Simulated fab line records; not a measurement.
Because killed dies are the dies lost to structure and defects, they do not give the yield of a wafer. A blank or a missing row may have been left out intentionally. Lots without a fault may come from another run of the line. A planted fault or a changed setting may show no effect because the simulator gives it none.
What tool caused it? || flow gf180mcu || Sampling: 14 lots, 42 wafers, 4 of 602 route steps

== WHAT THE GAUGES SHOWED, per wafer ==
GF_LVPWELL_TW_MEAS_11. Usual: LVPWELL_TW 564, standard deviation 3.1.
{"lot": "L829", "measured": "day 3 21:56", "on": "film-metro-01", "LVPWELL_TW": "565 564 569", "flag": ""}
{"lot": "L830", "measured": "day 4 03:11", "on": "film-metro-03", "LVPWELL_TW": "568 568 568", "flag": ""}
{"lot": "L831", "measured": "day 4 08:35", "on": "film-metro-03", "LVPWELL_TW": "568 568 565", "flag": ""}
{"lot": "L833", "measured": "day 4 17:45", "on": "film-metro-01", "LVPWELL_TW": "564 568 567", "flag": ""}
{"lot": "L834", "measured": "day 5 01:14", "on": "film-metro-03", "LVPWELL_TW": "562 563 564", "flag": ""}
{"lot": "L836", "measured": "day 5 11:53", "on": "film-metro-04", "LVPWELL_TW": "559 559 559", "flag": ""}
{"lot": "L837", "measured": "day 5 15:46", "on": "film-metro-03", "LVPWELL_TW": "565 564 562", "flag": ""}
{"lot": "L839", "measured": "day 6 13:11", "on": "film-metro-01", "LVPWELL_TW": "568 566 569", "flag": ""}
{"lot": "L840", "measured": "day 6 21:50", "on": "film-metro-03", "LVPWELL_TW": "565 566 566", "flag": ""}
{"lot": "L841", "measured": "day 6 22:11", "on": "film-metro-04", "LVPWELL_TW": "559 563 564", "flag": ""}
{"lot": "L843", "measured": "day 7 06:41", "on": "film-metro-01", "LVPWELL_TW": "566 561 563", "flag": ""}
{"lot": "L848", "measured": "day 8 06:53", "on": "film-metro-04", "LVPWELL_TW": "30 30 30", "flag": "OFF"}
{"lot": "L849", "measured": "day 8 13:50", "on": "film-metro-03", "LVPWELL_TW": "30 30 30", "flag": "OFF"}
{"lot": "L850", "measured": "day 9 03:08", "on": "film-metro-03", "LVPWELL_TW": "565 563 566", "flag": ""}

GF_VT_IMPLANT_TW_MEAS_10. Usual: VT_IMPLANT_TW 565.7, standard deviation 2.9.
{"lot": "L829", "measured": "day 5 14:11", "on": "film-metro-02", "VT_IMPLANT_TW": "561.6 562.4 560.6", "flag": ""}
{"lot": "L830", "measured": "day 5 20:35", "on": "film-metro-04", "VT_IMPLANT_TW": "563.3 567.0 564.3", "flag": ""}
{"lot": "L831", "measured": "day 6 02:26", "on": "film-metro-02", "VT_IMPLANT_TW": "563.9 565.1 565.9", "flag": ""}
{"lot": "L833", "measured": "day 6 13:21", "on": "film-metro-04", "VT_IMPLANT_TW": "564.0 566.3 568.1", "flag": ""}
{"lot": "L834", "measured": "day 6 20:48", "on": "film-metro-03", "VT_IMPLANT_TW": "572.0 567.5 569.1", "flag": ""}
{"lot": "L836", "measured": "day 7 08:36", "on": "film-metro-02", "VT_IMPLANT_TW": "562.0 563.5 564.4", "flag": ""}
{"lot": "L837", "measured": "day 7 13:09", "on": "film-metro-04", "VT_IMPLANT_TW": "562.6 560.7 563.9", "flag": ""}
{"lot": "L839", "measured": "day 8 11:17", "on": "film-metro-04", "VT_IMPLANT_TW": "567.9 564.0 565.6", "flag": ""}
{"lot": "L840", "measured": "day 8 21:03", "on": "film-metro-02", "VT_IMPLANT_TW": "560.2 560.9 562.1", "flag": ""}
{"lot": "L841", "measured": "day 8 21:56", "on": "film-metro-04", "VT_IMPLANT_TW": "563.1 564.6 564.8", "flag": ""}
{"lot": "L843", "measured": "day 9 08:17", "on": "film-metro-03", "VT_IMPLANT_TW": "568.3 567.9 565.9", "flag": ""}
{"lot": "L848", "measured": "day 10 10:59", "on": "film-metro-02", "VT_IMPLANT_TW": "568.5 566.1 568.5", "flag": ""}
{"lot": "L849", "measured": "day 10 16:50", "on": "film-metro-02", "VT_IMPLANT_TW": "565.9 567.2 567.2", "flag": ""}
{"lot": "L850", "measured": "day 11 08:51", "on": "film-metro-03", "VT_IMPLANT_TW": "566.3 568.1 568.2", "flag": ""}

== WHICH TOOL RAN EACH LOT (tool, then ch and the chambers of the sampled wafers, then the start) ==
{"lot": "L829", "GF_NWELL_STRIP_10": "plasma-asher-01 ch 0,1, day 3 08:36", "GF_LVPWELL_STRIP_10": "plasma-asher-01 ch 0,1, day 3 21:50"}
{"lot": "L830", "GF_NWELL_STRIP_10": "plasma-asher-03 ch 0,1, day 3 13:24", "GF_LVPWELL_STRIP_10": "plasma-asher-04 ch 0,1, day 4 03:05"}
{"lot": "L831", "GF_NWELL_STRIP_10": "plasma-asher-03 ch 0,1, day 3 18:15", "GF_LVPWELL_STRIP_10": "plasma-asher-03 ch 0,1, day 4 08:29"}
{"lot": "L833", "GF_NWELL_STRIP_10": "plasma-asher-01 ch 0,1, day 4 04:28", "GF_LVPWELL_STRIP_10": "plasma-asher-01 ch 0,1, day 4 17:40"}
{"lot": "L834", "GF_NWELL_STRIP_10": "plasma-asher-01 ch 0,1, day 4 12:17", "GF_LVPWELL_STRIP_10": "plasma-asher-04 ch 0,1, day 5 01:07"}
{"lot": "L836", "GF_NWELL_STRIP_10": "plasma-asher-02 ch 0,1, day 4 21:17", "GF_LVPWELL_STRIP_10": "plasma-asher-04 ch 0,1, day 5 11:47"}
{"lot": "L837", "GF_NWELL_STRIP_10": "plasma-asher-03 ch 0,1, day 5 01:34", "GF_LVPWELL_STRIP_10": "plasma-asher-01 ch 0,1, day 5 15:40"}
{"lot": "L839", "GF_NWELL_STRIP_10": "plasma-asher-02 ch 0,1, day 5 22:02", "GF_LVPWELL_STRIP_10": "plasma-asher-01 ch 0,1, day 6 13:05"}
{"lot": "L840", "GF_NWELL_STRIP_10": "plasma-asher-02 ch 0,1, day 6 06:17", "GF_LVPWELL_STRIP_10": "plasma-asher-01 ch 0,1, day 6 21:44"}
{"lot": "L841", "GF_NWELL_STRIP_10": "plasma-asher-03 ch 0,1, day 6 06:38", "GF_LVPWELL_STRIP_10": "plasma-asher-04 ch 0, day 6 22:05"}
{"lot": "L843", "GF_NWELL_STRIP_10": "plasma-asher-01 ch 0,1, day 6 14:41", "GF_LVPWELL_STRIP_10": "plasma-asher-04 ch 0,1, day 7 06:35"}
{"lot": "L848", "GF_NWELL_STRIP_10": "plasma-asher-01 ch 0,1, day 7 14:16", "GF_LVPWELL_STRIP_10": "plasma-asher-04 ch 0,1, day 8 06:48"}
{"lot": "L849", "GF_NWELL_STRIP_10": "plasma-asher-02 ch 0,1, day 7 20:59", "GF_LVPWELL_STRIP_10": "plasma-asher-03 ch 0,1, day 8 13:44"}
{"lot": "L850", "GF_NWELL_STRIP_10": "plasma-asher-03 ch 0,1, day 8 09:56", "GF_LVPWELL_STRIP_10": "plasma-asher-01 ch 0,1, day 9 03:02"}
- GF_NWELL_STRIP_10: strips in O2/N2.
- GF_LVPWELL_STRIP_10: strips in O2/N2.

== AS READ BY THE TOOLS THEMSELVES (means over the sampled wafers that have a number; for cases with no such wafer, the mark the record gives instead) ==
GF_NWELL_STRIP_10. Usual: chamber-pressure-mTorr 1500.1 mTorr, standard deviation 1.4; drypump-motor-current-A 5.6 A, standard deviation 0.53; heater-power-w 338 W, standard deviation 25; oes-product-au 0.723 a.u., standard deviation 0.0049; strip-time-to-endpoint-s 36.98 s, standard deviation 0.11.
{"lot": "L829", "tool": "plasma-asher-01", "chamber-pressure-mTorr (mTorr)": 1501.6, "drypump-motor-current-A (A)": 5.6, "heater-power-w (W)": 344, "oes-product-au (a.u.)": 0.719, "strip-time-to-endpoint-s (s)": 36.96, "flag": ""}
{"lot": "L830", "tool": "plasma-asher-03", "chamber-pressure-mTorr (mTorr)": 1501.0, "drypump-motor-current-A (A)": 5.8, "heater-power-w (W)": 303, "oes-product-au (a.u.)": 0.721, "strip-time-to-endpoint-s (s)": 37.14, "flag": ""}
{"lot": "L831", "tool": "plasma-asher-03", "chamber-pressure-mTorr (mTorr)": 1499.6, "drypump-motor-current-A (A)": 6.1, "heater-power-w (W)": 324, "oes-product-au (a.u.)": 0.722, "strip-time-to-endpoint-s (s)": 36.95, "flag": ""}
{"lot": "L833", "tool": "plasma-asher-01", "chamber-pressure-mTorr (mTorr)": 1499.4, "drypump-motor-current-A (A)": 5.6, "heater-power-w (W)": 340, "oes-product-au (a.u.)": 0.721, "strip-time-to-endpoint-s (s)": 36.80, "flag": ""}
{"lot": "L834", "tool": "plasma-asher-01", "chamber-pressure-mTorr (mTorr)": 1500.2, "drypump-motor-current-A (A)": 5.1, "heater-power-w (W)": 349, "oes-product-au (a.u.)": 0.721, "strip-time-to-endpoint-s (s)": 36.87, "flag": ""}
{"lot": "L836", "tool": "plasma-asher-02", "chamber-pressure-mTorr (mTorr)": 1499.3, "drypump-motor-current-A (A)": 5.4, "heater-power-w (W)": 352, "oes-product-au (a.u.)": 0.722, "strip-time-to-endpoint-s (s)": 36.98, "flag": ""}
{"lot": "L837", "tool": "plasma-asher-03", "chamber-pressure-mTorr (mTorr)": 1499.8, "drypump-motor-current-A (A)": 5.8, "heater-power-w (W)": 313, "oes-product-au (a.u.)": 0.724, "strip-time-to-endpoint-s (s)": 37.10, "flag": ""}
{"lot": "L839", "tool": "plasma-asher-02", "chamber-pressure-mTorr (mTorr)": 1501.3, "drypump-motor-current-A (A)": 5.5, "heater-power-w (W)": 346, "oes-product-au (a.u.)": 0.722, "strip-time-to-endpoint-s (s)": 36.88, "flag": ""}
{"lot": "L840", "tool": "plasma-asher-02", "chamber-pressure-mTorr (mTorr)": 1500.3, "drypump-motor-current-A (A)": 5.6, "heater-power-w (W)": 358, "oes-product-au (a.u.)": 0.723, "strip-time-to-endpoint-s (s)": 37.10, "flag": ""}
{"lot": "L841", "tool": "plasma-asher-03", "chamber-pressure-mTorr (mTorr)": 1501.7, "drypump-motor-current-A (A)": 5.8, "heater-power-w (W)": 305, "oes-product-au (a.u.)": 0.726, "strip-time-to-endpoint-s (s)": 36.93, "flag": ""}
{"lot": "L843", "tool": "plasma-asher-01", "chamber-pressure-mTorr (mTorr)": 1499.8, "drypump-motor-current-A (A)": 5.6, "heater-power-w (W)": 337, "oes-product-au (a.u.)": 0.725, "strip-time-to-endpoint-s (s)": 37.05, "flag": ""}
{"lot": "L848", "tool": "plasma-asher-01", "chamber-pressure-mTorr (mTorr)": "-", "drypump-motor-current-A (A)": "-", "heater-power-w (W)": "-", "oes-product-au (a.u.)": "-", "strip-time-to-endpoint-s (s)": "-", "flag": "OFF"}
{"lot": "L849", "tool": "plasma-asher-02", "chamber-pressure-mTorr (mTorr)": "-", "drypump-motor-current-A (A)": "-", "heater-power-w (W)": "-", "oes-product-au (a.u.)": "-", "strip-time-to-endpoint-s (s)": "-", "flag": "OFF"}
{"lot": "L850", "tool": "plasma-asher-03", "chamber-pressure-mTorr (mTorr)": 1500.3, "drypump-motor-current-A (A)": 6.1, "heater-power-w (W)": 327, "oes-product-au (a.u.)": 0.723, "strip-time-to-endpoint-s (s)": 36.90, "flag": ""}

GF_LVPWELL_STRIP_10. Usual: chamber-pressure-mTorr 1499.9 mTorr, standard deviation 1.5; drypump-motor-current-A 5.7 A, standard deviation 0.53; heater-power-w 326 W, standard deviation 24; oes-product-au 0.722 a.u., standard deviation 0.0047; strip-time-to-endpoint-s 36.99 s, standard deviation 0.1.
{"lot": "L829", "tool": "plasma-asher-01", "chamber-pressure-mTorr (mTorr)": 1500.9, "drypump-motor-current-A (A)": 5.1, "heater-power-w (W)": 349, "oes-product-au (a.u.)": 0.720, "strip-time-to-endpoint-s (s)": 36.98, "flag": ""}
{"lot": "L830", "tool": "plasma-asher-04", "chamber-pressure-mTorr (mTorr)": 1500.2, "drypump-motor-current-A (A)": 5.8, "heater-power-w (W)": 330, "oes-product-au (a.u.)": 0.722, "strip-time-to-endpoint-s (s)": 36.87, "flag": ""}
{"lot": "L831", "tool": "plasma-asher-03", "chamber-pressure-mTorr (mTorr)": 1500.2, "drypump-motor-current-A (A)": 6.1, "heater-power-w (W)": 326, "oes-product-au (a.u.)": 0.721, "strip-time-to-endpoint-s (s)": 36.91, "flag": ""}
{"lot": "L833", "tool": "plasma-asher-01", "chamber-pressure-mTorr (mTorr)": 1499.6, "drypump-motor-current-A (A)": 5.1, "heater-power-w (W)": 351, "oes-product-au (a.u.)": 0.724, "strip-time-to-endpoint-s (s)": 36.96, "flag": ""}
{"lot": "L834", "tool": "plasma-asher-04", "chamber-pressure-mTorr (mTorr)": 1500.8, "drypump-motor-current-A (A)": 5.8, "heater-power-w (W)": 330, "oes-product-au (a.u.)": 0.724, "strip-time-to-endpoint-s (s)": 36.94, "flag": ""}
{"lot": "L836", "tool": "plasma-asher-04", "chamber-pressure-mTorr (mTorr)": 1498.9, "drypump-motor-current-A (A)": 5.8, "heater-power-w (W)": 328, "oes-product-au (a.u.)": 0.719, "strip-time-to-endpoint-s (s)": 36.91, "flag": ""}
{"lot": "L837", "tool": "plasma-asher-01", "chamber-pressure-mTorr (mTorr)": 1498.5, "drypump-motor-current-A (A)": 5.1, "heater-power-w (W)": 350, "oes-product-au (a.u.)": 0.724, "strip-time-to-endpoint-s (s)": 36.90, "flag": ""}
{"lot": "L839", "tool": "plasma-asher-01", "chamber-pressure-mTorr (mTorr)": 1501.1, "drypump-motor-current-A (A)": 5.1, "heater-power-w (W)": 346, "oes-product-au (a.u.)": 0.723, "strip-time-to-endpoint-s (s)": 37.12, "flag": ""}
{"lot": "L840", "tool": "plasma-asher-01", "chamber-pressure-mTorr (mTorr)": 1498.7, "drypump-motor-current-A (A)": 5.1, "heater-power-w (W)": 349, "oes-product-au (a.u.)": 0.721, "strip-time-to-endpoint-s (s)": 36.98, "flag": ""}
{"lot": "L841", "tool": "plasma-asher-04", "chamber-pressure-mTorr (mTorr)": 1500.4, "drypump-motor-current-A (A)": 5.3, "heater-power-w (W)": 313, "oes-product-au (a.u.)": 0.720, "strip-time-to-endpoint-s (s)": 36.96, "flag": ""}
{"lot": "L843", "tool": "plasma-asher-04", "chamber-pressure-mTorr (mTorr)": 1501.2, "drypump-motor-current-A (A)": 5.6, "heater-power-w (W)": 326, "oes-product-au (a.u.)": 0.719, "strip-time-to-endpoint-s (s)": 36.90, "flag": ""}
{"lot": "L848", "tool": "plasma-asher-04", "chamber-pressure-mTorr (mTorr)": 1499.4, "drypump-motor-current-A (A)": 5.6, "heater-power-w (W)": 324, "oes-product-au (a.u.)": 0.742, "strip-time-to-endpoint-s (s)": 81.47, "flag": "OFF"}
{"lot": "L849", "tool": "plasma-asher-03", "chamber-pressure-mTorr (mTorr)": 1500.2, "drypump-motor-current-A (A)": 6.1, "heater-power-w (W)": 324, "oes-product-au (a.u.)": 0.746, "strip-time-to-endpoint-s (s)": 81.79, "flag": "OFF"}
{"lot": "L850", "tool": "plasma-asher-01", "chamber-pressure-mTorr (mTorr)": 1501.4, "drypump-motor-current-A (A)": 5.2, "heater-power-w (W)": 349, "oes-product-au (a.u.)": 0.720, "strip-time-to-endpoint-s (s)": 36.94, "flag": ""}

== THE ANSWER, worked out from the rows above alone ==
Rule: a lot is off if the mean of its wafers that have a number lies more than 3 standard deviations from the usual mean. Also off: a lot with no number at a reading for which 4 or more lots have one. Where the step has rows for the other lots, those lots are counted as sound. The gauges are gone through in route order, then the tools' own readings, and for those a lot's mean is taken as printed above. At the first step where some lot is off, the reading lying furthest off is the one used; lots without a number count as furthest.
Off: L848, L849, seen at GF_LVPWELL_TW_MEAS_11 (LVPWELL_TW).
If a tool, at a process step before that reading, ran all the lots that are off and no sound lot after the first of them, it fits. The gauges at GF_LVPWELL_TW_MEAS_11 aren't tried: what is off there is off at GF_NWELL_STRIP_10 too, on other tools, and a gauge's error can't cause that. None of those tried fits.

== WHAT THE SIMULATOR HAD PUT IN ==
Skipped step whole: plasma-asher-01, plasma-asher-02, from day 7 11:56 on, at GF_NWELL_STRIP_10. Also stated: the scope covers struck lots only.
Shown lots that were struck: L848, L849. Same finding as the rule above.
